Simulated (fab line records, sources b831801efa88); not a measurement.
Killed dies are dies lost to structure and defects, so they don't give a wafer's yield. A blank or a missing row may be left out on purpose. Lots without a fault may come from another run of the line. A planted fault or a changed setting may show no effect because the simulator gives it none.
fab line records | flow sky130
record lots=11 wafers=33 last_day=50
route steps=708 shown POLY_GATE@229 LDD_P@263 SD_N@358 RES_XHIGH@360 PAD_OPEN@708
lots that met no fault: from a run of the same line without faults
start_h: hours from the record's first day to the start of the lot's first wafer shown | wait_h: hours since the lot's step before | " the same as in the row above | L1.1+2: a row that stands for several wafers | - no value, or no start given | * or withheld: withheld | < > ~ a bound
route shown NAME@n: a module of which the file shows steps, and the number in the route of the first | usual: mean/standard deviation of fault-free wafers | same: alike in all rows | chamber/n: place in a boat | sites: the reading at each site | _std_site: their standard deviation | _edge_site: outer sites' mean less inner sites' | radius_mm: how far each site lies from the wafer's centre | mask NAME#n: copy n | behind: the tool/chamber that last shaped the wafer | hold: why the lot was held/for how many hours/how that ended | device: the transistor (n, p or np) that didn't switch | end of line: the same wafers' tests at the end of the route | a step without rows: its recipe alone | killed: dies lost to structure and defects at the first sort, not the wafer's yield | map: a wafer's dies, x killed, . not, _ none there
set.NAME: the setting as run; set.NAME@STEP: as run at that earlier step | model.NAME: the simulator's own value behind a step, which no gauge read
steps of the route over a sample of lots; a table a step, a row a wafer
services: from which hour (start_h, from the record's first day; less than 0 if before it) a tool's chamber was out of use, for how many hours, and why
## steps
# step SKY_POLY_GATE_ETCH_15
# recipe chemistry=N2/H2 target=BARC ion_energy_ev=200 source_w=500 bias_w=100 pressure_mtorr=30 n2_flow_sccm=100 h2_flow_sccm=200 stop_on=SiO2 time_s=118.5 target_depth_a=1100
# usual drypump_motor_current_A=5.80/0.29 oes_product_au=0.717/0.0047 throttle_valve_pct=13.213/0.009
# columns lot.wafer tool chamber start_h wait_h drypump_motor_current_A oes_product_au rf_hours_counter_h throttle_valve_pct
L449.1 rie_diel-01 1 382.30 0.0 5.56 0.712 39 13.219
L449.2 " 2 " " 5.57 0.712 6 13.212
L449.6 " 2 " " 5.56 0.719 - 13.220
L452.1 rie_diel-01 3 412.23 0.0 6.23 0.718 8 13.207
L452.3 " 2 " " 5.56 0.715 6 13.199
L452.5 " 0 " " 5.93 0.705 - 13.219
L453.2 rie_diel-02 0 418.65 0.0 6.28 0.713 83 13.223
L453.3 " 2 " " 5.85 0.716 84 13.212
L453.4 " 1 " " 5.74 0.717 3 13.216
L454.1 rie_diel-01 3 444.35 0.0 6.24 0.712 9 13.223
L454.3 " 2 " " 5.56 0.718 7 13.213
L454.6 " 3 " " 6.23 0.719 - 13.197
L457.2 rie_diel-01 0 458.48 0.0 5.93 0.719 44 13.206
L457.3 " 1 " " 5.59 0.709 41 13.225
L457.4 " 2 " " 5.59 0.726 7 13.204
L458.1 rie_diel-01 2 468.89 0.0 5.57 0.720 7 13.220
L458.3 " 0 " " 5.92 0.723 44 13.229
L458.4 " 1 " " 5.58 0.723 41 13.210
L465.3 rie_diel-02 0 526.49 0.0 6.28 0.712 85 13.217
L465.5 " 0 " " 6.27 0.716 - 13.208
L465.6 " 3 " " 5.62 0.712 - 13.237
L466.1 rie_diel-01 1 547.59 0.0 5.62 0.722 42 13.224
L466.3 " 2 " " 5.58 0.712 8 13.232
L466.6 " 3 " " 6.21 0.719 - 13.211
L468.2 rie_diel-02 3 559.19 0.0 5.63 0.725 65 13.214
L468.3 " 1 " " 5.72 0.717 6 13.210
L468.5 " 1 " " 5.73 0.708 - 13.212
L470.2 rie_diel-01 2 598.18 0.0 5.56 0.714 9 13.217
L470.4 " 0 " " 5.93 0.714 46 13.225
L470.6 " 2 " " 5.54 0.714 - 13.209
L469.3 rie_diel-02 0 598.35 0.0 6.25 0.721 0 13.198
L469.5 " 2 " " 5.82 0.721 - 13.213
L469.6 " 3 " " 5.64 0.716 - 13.215
# step SKY_POLY_GATE_STRIP_18
# recipe chemistry=O2/N2 power_w=1400 pressure_mtorr=1500 platen_temp_c=withheld o2_flow_sccm=3000 n2_flow_sccm=300 overash_fraction=0.5
# usual drypump_motor_current_A=5.9/0.36 oes_product_au=0.361/0.0045 strip_time_to_endpoint_s=3.182/0.029
# columns lot.wafer tool chamber start_h wait_h drypump_motor_current_A oes_product_au rf_hours_counter_h strip_time_to_endpoint_s
L449.1 plasma_asher-02 1 382.54 0.0 6.0 0.368 26 3.217
L449.2 " 0 " " 5.8 0.358 26 3.184
L449.6 " 0 " " 5.8 0.358 - 3.206
L452.1 plasma_asher-02 0 412.46 0.0 5.8 0.363 30 3.219
L452.3 " 1 " " 6.1 0.358 - 3.230
L452.5 " 1 " " 6.1 0.362 - 3.230
L453.2 plasma_asher-02 0 418.89 0.0 5.8 0.361 30 3.228
L453.3 " 1 " " 6.0 0.359 - 3.200
L453.4 " 0 " " 5.8 0.368 - 3.185
L454.1 plasma_asher-03 1 444.59 0.0 6.3 0.362 75 3.176
L454.3 " 0 " " 5.6 0.362 - 3.180
L454.6 " 1 " " 6.3 0.360 - 3.193
L457.2 plasma_asher-03 1 458.71 0.0 6.3 0.371 76 3.189
L457.3 " 1 " " 6.4 0.368 - 3.213
L457.4 " 0 " " 5.6 0.333 - 2.693
L458.1 plasma_asher-02 0 469.13 0.0 5.7 0.339 35 2.672
L458.3 " 1 " " 6.1 0.357 - 3.185
L458.4 " 0 " " 5.8 0.370 - 3.251
L465.3 plasma_asher-02 0 526.76 0.1 5.8 0.358 - 3.168
L465.5 " 1 " " 6.1 0.368 - 3.202
L465.6 " 0 " " 5.8 0.359 - 3.190
L466.1 plasma_asher-03 1 547.83 0.0 6.4 0.360 84 3.200
L466.3 " 0 " " 5.6 0.355 - 3.212
L466.6 " 1 " " 6.3 0.361 - 3.187
L468.2 plasma_asher-04 1 559.43 0.0 4.9 0.363 13 3.145
L468.3 " 1 " " 4.9 0.355 - 3.147
L468.5 " 1 " " 4.9 0.359 - 3.146
L470.2 plasma_asher-03 0 598.41 0.0 5.6 0.366 90 3.194
L470.4 " 1 " " 6.4 0.360 - 3.127
L470.6 " 1 " " 6.3 0.366 - 3.163
L469.3 plasma_asher-02 1 598.62 0.1 6.1 0.361 - 3.204
L469.5 " 1 " " 6.1 0.368 - 3.129
L469.6 " 0 " " 5.8 0.364 - 3.182
# step SKY_POLY_GATE_CD_MEAS_22
# usual cd_nm=150.5/2.3
# columns lot.wafer tool chamber start_h wait_h cd_nm
L449.1 cd_sem-02 - 384.00 0.1 155.5
L449.2 " - " " 152.1
L449.6 " - " " 154.8
L452.1 cd_sem-01 - 414.04 0.1 152.0
L452.3 " - " " 152.1
L452.5 " - " " 151.0
L453.2 cd_sem-01 - 422.26 0.1 150.6
L453.3 " - " " 152.5
L453.4 " - " " 153.0
L454.1 cd_sem-01 - 446.16 0.1 147.7
L454.3 " - " " 146.9
L454.6 " - " " 147.3
L457.2 cd_sem-01 - 460.21 0.1 153.4
L457.3 " - " " 156.5
L457.4 " - " " 141.4
L458.1 cd_sem-01 - 470.59 0.1 137.8
L458.3 " - " " 149.9
L458.4 " - " " 152.6
L465.3 cd_sem-02 - 528.25 0.1 150.6
L465.5 " - " " 150.9
L465.6 " - " " 149.4
L466.1 cd_sem-01 - 549.63 0.1 153.4
L466.3 " - " " 154.5
L466.6 " - " " 153.7
L468.2 cd_sem-02 - 560.92 0.1 150.3
L468.3 " - " " 151.8
L468.5 " - " " 153.8
L470.2 cd_sem-01 - 599.90 0.1 147.9
L470.4 " - " " 148.8
L470.6 " - " " 145.5
L469.3 cd_sem-02 - 600.10 0.1 148.3
L469.5 " - " " 148.3
L469.6 " - " " 146.8
# step SKY_LDD_P_OVL_MEAS_08
# usual LDD_P_OVL=0.1/1.3
# columns lot.wafer tool chamber start_h wait_h LDD_P_OVL[nm]
L449.1 overlay-01 - 446.22 0.1 0.7
L449.2 " - " " 1.3
L449.6 " - " " 0.9
L452.1 overlay-02 - 476.91 0.1 0.0
L452.3 " - " " -1.0
L452.5 " - " " 1.2
L453.2 overlay-02 - 484.28 0.1 -0.5
L453.3 " - " " -1.3
L453.4 " - " " -0.9
L454.1 overlay-02 - 509.07 0.1 -1.3
L454.3 " - " " 1.2
L454.6 " - " " 2.1
L457.2 overlay-02 - 522.16 0.1 0.4
L457.3 " - " " 0.9
L457.4 " - " " -1.1
L458.1 overlay-01 - 532.97 0.1 0.8
L458.3 " - " " 1.7
L458.4 " - " " 1.0
L465.3 overlay-02 - 588.07 0.1 -0.1
L465.5 " - " " -0.2
L465.6 " - " " -1.3
L466.1 overlay-01 - 607.36 0.1 -0.5
L466.3 " - " " 0.0
L466.6 " - " " 0.0
L468.2 overlay-02 - 619.41 0.1 1.6
L468.3 " - " " 1.0
L468.5 " - " " -0.2
L470.2 overlay-02 - 657.77 0.1 1.1
L470.4 " - " " 0.3
L470.6 " - " " 2.6
L469.3 overlay-01 - 658.82 0.1 0.0
L469.5 " - " " -0.5
L469.6 " - " " -0.1
# step SKY_SD_N_RS_MEAS_16
# recipe thk_meas_gauge=four-point-probe
# usual SD_N_RS=68.59/0.16
# columns lot.wafer tool chamber start_h wait_h SD_N_RS[ohm/sq]
L449.1 film_metro-02 - 682.23 0.1 68.51
L449.2 " - " " 68.44
L449.6 " - " " 68.60
L452.1 film_metro-04 - 685.17 0.1 68.70
L452.3 " - " " 68.56
L452.5 " - " " 68.39
L453.2 film_metro-01 - 693.72 0.1 68.78
L453.3 " - " " 68.77
L453.4 " - " " 68.87
L454.1 film_metro-01 - 714.89 0.1 68.66
L454.3 " - " " 68.83
L454.6 " - " " 68.80
L457.2 film_metro-04 - 724.95 0.1 68.71
L457.3 " - " " 68.77
L458.3 film_metro-04 - 734.33 0.1 68.79
L458.4 " - " " 68.80
L465.3 film_metro-01 - 786.60 0.1 68.71
L465.5 " - " " 68.70
L465.6 " - " " 68.69
L466.1 film_metro-02 - 805.37 0.1 68.73
L466.3 " - " " 68.55
L466.6 " - " " 68.55
L468.2 film_metro-02 - 813.76 0.1 68.36
L468.3 " - " " 68.30
L468.5 " - " " 68.46
L470.2 film_metro-02 - 851.08 0.1 68.48
L470.4 " - " " 68.57
L470.6 " - " " 68.35
L469.3 film_metro-04 - 852.90 0.1 68.64
L469.5 " - " " 68.54
L469.6 " - " " 68.72
# step SKY_SD_N_RS_MEAS_18
# recipe thk_meas_gauge=four-point-probe
# usual RES_XHIGH_RS=330.7/1.1
# columns lot.wafer tool chamber start_h wait_h RES_XHIGH_RS[ohm/sq]
L449.1 film_metro-02 - 682.47 0.1 330.1
L449.2 " - " " 329.8
L449.6 " - " " 329.8
L452.1 film_metro-04 - 685.41 0.1 330.2
L452.3 " - " " 331.0
L452.5 " - " " 330.4
L453.2 film_metro-01 - 693.96 0.1 331.4
L453.3 " - " " 331.0
L453.4 " - " " 331.1
L454.1 film_metro-01 - 715.13 0.1 330.9
L454.3 " - " " 331.5
L454.6 " - " " 332.0
L457.2 film_metro-04 - 725.19 0.1 331.6
L457.3 " - " " 331.5
L458.3 film_metro-04 - 734.57 0.1 330.2
L458.4 " - " " 330.2
L465.3 film_metro-01 - 786.84 0.1 331.0
L465.5 " - " " 329.8
L465.6 " - " " 330.3
L466.1 film_metro-02 - 805.61 0.1 329.3
L466.3 " - " " 331.3
L466.6 " - " " 330.9
L468.2 film_metro-02 - 814.00 0.1 330.2
L468.3 " - " " 331.0
L468.5 " - " " 330.2
L470.2 film_metro-02 - 851.32 0.1 329.9
L470.4 " - " " 330.0
L470.6 " - " " 329.1
L469.3 film_metro-04 - 853.14 0.1 332.5
L469.5 " - " " 331.2
L469.6 " - " " 331.4
# step SKY_PAD_OPEN_PROBE_99
# usual killed_at_M0_to_M3=45/7.9 killed_at_M4_up=2.9/1.8 killed_at_contacts=25/5.5 killed_at_front_end=16/4.4 killed_at_other=0.3/0.58 killed_dies=89/9.4 killed_on_rim=18/3.9 killed_open=49/6.8 killed_short=40/6.3
# same gross_dies=492 killed_at_back_side=0
# columns lot.wafer tool chamber start_h wait_h killed_at_M0_to_M3 killed_at_M4_up killed_at_contacts killed_at_front_end killed_at_other killed_dies killed_on_rim killed_open killed_short
L457.2 prober-02 - 1130.85 0.1 46 2 26 14 0 88 17 43 44
L457.3 prober-02 - 1130.90 0.2 39 1 28 11 0 79 17 52 27
L457.4 prober-02 - 1130.95 0.2 27 4 33 428 0 492 96 45 35
L458.1 prober-02 - 1137.76 0.1 45 2 25 420 0 492 96 55 35
L458.3 prober-02 - 1137.86 0.2 36 4 29 16 0 85 20 53 32
L458.4 prober-02 - 1137.91 0.2 48 1 23 17 0 89 17 51 38
# killed by level:class
L457.2 VIA1:geometric_particle:open=9 VIA3:geometric_particle:open=9 CONTACT:geometric_particle:open=8 CONTACT:geometric_particle:short=7 VIA1:geometric_particle:short=7 METAL2:geometric_particle:short=7 LI_CONTACT:geometric_particle:open=5 METAL1:geometric_particle:short=5
L457.3 CONTACT:geometric_particle:open=14 VIA1:geometric_particle:open=10 VIA3:geometric_particle:open=7 LI_CONTACT:geometric_particle:open=6 METAL2:geometric_particle:short=5 CONTACT:geometric_particle:short=4 VIA2:geometric_particle:open=4 METAL1:geometric_particle:open=3
L457.4 POLY_GATE:area_etch=412 CONTACT:geometric_particle:open=11 LI_CONTACT:geometric_particle:open=8 VIA1:geometric_particle:open=7 VIA2:geometric_particle:open=6 FIELD_ISO:geometric_particle:short=5 LOCAL_INTERCONNECT:geometric_particle:short=5 CONTACT:geometric_particle:short=5
L458.1 POLY_GATE:area_etch=402 VIA1:geometric_particle:open=15 CONTACT:geometric_particle:open=12 VIA1:geometric_particle:short=8 VIA3:geometric_particle:open=7 POLY_GATE:geometric_particle:open=5 LI_CONTACT:geometric_particle:open=5 FIELD_ISO:geometric_particle:open=4
L458.3 CONTACT:geometric_particle:open=11 LI_CONTACT:geometric_particle:open=8 FIELD_ISO:geometric_particle:open=7 CONTACT:geometric_particle:short=7 VIA1:geometric_particle:short=6 VIA1:geometric_particle:open=6 VIA2:geometric_particle:open=6 VIA3:geometric_particle:open=6
L458.4 VIA1:geometric_particle:open=11 VIA2:geometric_particle:open=8 LI_CONTACT:geometric_particle:open=8 VIA1:geometric_particle:short=8 FIELD_ISO:geometric_particle:open=5 CONTACT:geometric_particle:open=5 VIA3:geometric_particle:open=5 LOCAL_INTERCONNECT:geometric_particle:short=4
## services
# columns tool chamber start_h hours kind
rie_diel-01 0 376.72 9.9 repair
plasma_asher-04 - 405.52 1.9 repair
plasma_asher-04 - 421.25 9.0 pm
plasma_asher-04 0 421.25 9.0 vent_cycle
plasma_asher-04 1 421.25 9.0 vent_cycle
plasma_asher-04 0 430.25 - clean
plasma_asher-04 1 430.25 - clean
rie_diel-01 0 477.66 2.9 repair
rie_diel-02 - 478.68 2.8 pm
plasma_asher-03 - 492.14 4.3 pm
plasma_asher-03 - 497.83 2.8 pm
rie_diel-01 - 519.38 28.1 pm
rie_diel-02 2 536.14 - clean
rie_diel-02 2 536.14 21.8 scheduled_down
rie_diel-02 2 536.14 21.8 vent_cycle
rie_diel-02 - 557.79 0.4 repair
rie_diel-02 0 558.24 - clean
rie_diel-02 0 558.24 21.1 scheduled_down
rie_diel-02 0 558.24 21.1 vent_cycle
rie_diel-01 - 563.39 2.8 pm
rie_diel-01 1 567.16 6.1 repair
rie_diel-02 - 592.47 1.2 repair
## key
first_sign step=SKY_POLY_GATE_STRIP_18 reading=strip_time_to_endpoint_s direction=down sigmas=17 usual=* struck=*
effect step=SKY_POLY_GATE_STRIP_18 reading=oes_product_au direction=down sigmas=5.6 usual=0.361 struck=0.336
effect step=SKY_POLY_GATE_CD_MEAS_22 reading=cd_nm direction=down sigmas=4.7 usual=150.5 struck=139.6
effect step=SKY_PAD_OPEN_PROBE_99 reading=killed_at_front_end direction=up sigmas=94 usual=16 struck=424
more_kills_born_at SKY_POLY_GATE_ETCH_15@rie_diel-01=814
met_at SKY_POLY_GATE_ETCH_15
struck_lots L457,L458
struck_wafers L457.4,L458.1
later_rows_left_out L457.4,L458.1
tester_left_out L457,L458
loop_trim step=SKY_LDD_P_EXPOSE_04 setting=dose lots=L458
not_acting_at SKY_LDD_P_OVL_MEAS_08,SKY_SD_N_RS_MEAS_16,SKY_SD_N_RS_MEAS_18
onset_between 444.35 458.48
fault kind=process_parameter_drift tool=rie_diel-01 chamber=2 onset_h=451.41 steps=SKY_POLY_GATE_ETCH_15 channel=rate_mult offset=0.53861 shape=step end_h=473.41
# tester_left_out: of these lots the tester's yield and bins aren't shown, on N5 and GAA mostly nor the transistor test; their killed dies are dies lost to structure and defects alone, not to doping, threshold or leakage, so they don't give the yield
# later_rows_left_out: the simulator's readings of these wafers behind a module that went badly wrong aren't trusted and aren't shown, but for the sort
# loop_trim: a control loop set the setting to another value than it would have without faults
